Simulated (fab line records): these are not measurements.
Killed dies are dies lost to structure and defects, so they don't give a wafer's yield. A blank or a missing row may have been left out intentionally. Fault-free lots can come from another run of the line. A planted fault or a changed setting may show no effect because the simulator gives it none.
Struck lot and sound lot, side by side    flow gf180mcu    14 out of 602 route steps
Sound: wafers L488.1, L488.4, L488.5. The struck wafers were L497.1, L497.2, L497.6. Last of all comes the cause.
Each step with rows lists, per side, the tool, then ch with its chambers, then its first start. Under that, the readings that differ: sound wafers    struck wafers    difference of the means    sigmas: that difference in standard deviations of wafers without a fault.
alike: a reading whose means differ by less than 2 such deviations, as well as words and numbers matching on both sides. not compared: withheld readings; readings where some wafer has no value; bounds like >300 that might hide an equal value; numbers whose values overlap and for which the record gives no deviation.
A row with sigmas, a row that says differs or no value, or rows on one side alone: a step with any of these is where the two part. Numbers that have no deviation but don't overlap get no sigmas and don't part them. A reading missing from all wafers of one side parts the sides only when that side holds two or more wafers.

GF_V3_THK_MEAS_01:
  sound: film metro-02 at day 23 13:05; struck: film metro-02 at day 26 09:50
  alike: V3_CVD_00_THK
GF_V3_CVD_02: deposits SiO2 from TEOS, target thk 850 nm, time 94.851 s.
  sound on pecvd-01 ch 0,1,2, day 23 13:09; struck on pecvd-04 ch 1,2, day 26 09:54
  alike: heater power w
GF_V3_THK_MEAS_03:
  sound: film metro-02 at day 23 13:13; struck: film metro-03 at day 26 09:58
  alike: V3_CVD_02_THK
GF_V3_CMP_04: polishes SiO2.
  sound on cmp-02 ch 0,1,2, day 23 13:23; struck on cmp-02 ch 0,3, day 26 10:02
  alike: head pressure psi, motor current A, slurry filter dp kPa, time to endpoint s
GF_V3_BOW_MEAS_05:
  sound: film metro-04 at day 23 13:35; struck: film metro-03 at day 26 10:20
  alike: V3_BOW
then, 7 steps without rows for these wafers: GF_V3_DEHYDRATE_06 (time 60 s); GF_V3_HMDS_07 (prime time 60 s); GF_V3_COAT_08; GF_V3_COAT_09 (resist thk 1000 nm); GF_V3_SOFTBAKE_10 (time 60 s); GF_V3_EXPOSE_11 (exposes mask Via3, target cd 260 nm); GF_V3_PEB_12 (peb time 90 s).
GF_V3_DEVELOP_13: develop time 60 s.
  struck on litho track-01, day 27 06:10; sound on litho track-02 ch 0, day 24 11:32
  no value came back on the struck wafers for chill plate temp C (C), develop time s (s); on the sound wafers chill plate temp C (C) reads 23.19 23.13 22.98
reading                              sound              struck           difference  sigmas
model.KrF_of_V3_COAT_09.thk nm (nm)  987.9 985.2 987.4  995.8 998 998.4  +10.6       
GF_V3_CD_MEAS_14: the cd target is 260 nm.
  sound: cd sem-01 at day 24 11:41; struck: cd sem-01 at day 27 06:19
reading     sound              struck  difference                     sigmas
cd nm (nm)  259.5 258.8 259.9  - - -   no value on the struck wafers  

== WHERE THEY PART ==
At GF_V3_DEVELOP_13 first; at GF_V3_CD_MEAS_14 last (within this record only).

WHY: the cause the simulator had injected
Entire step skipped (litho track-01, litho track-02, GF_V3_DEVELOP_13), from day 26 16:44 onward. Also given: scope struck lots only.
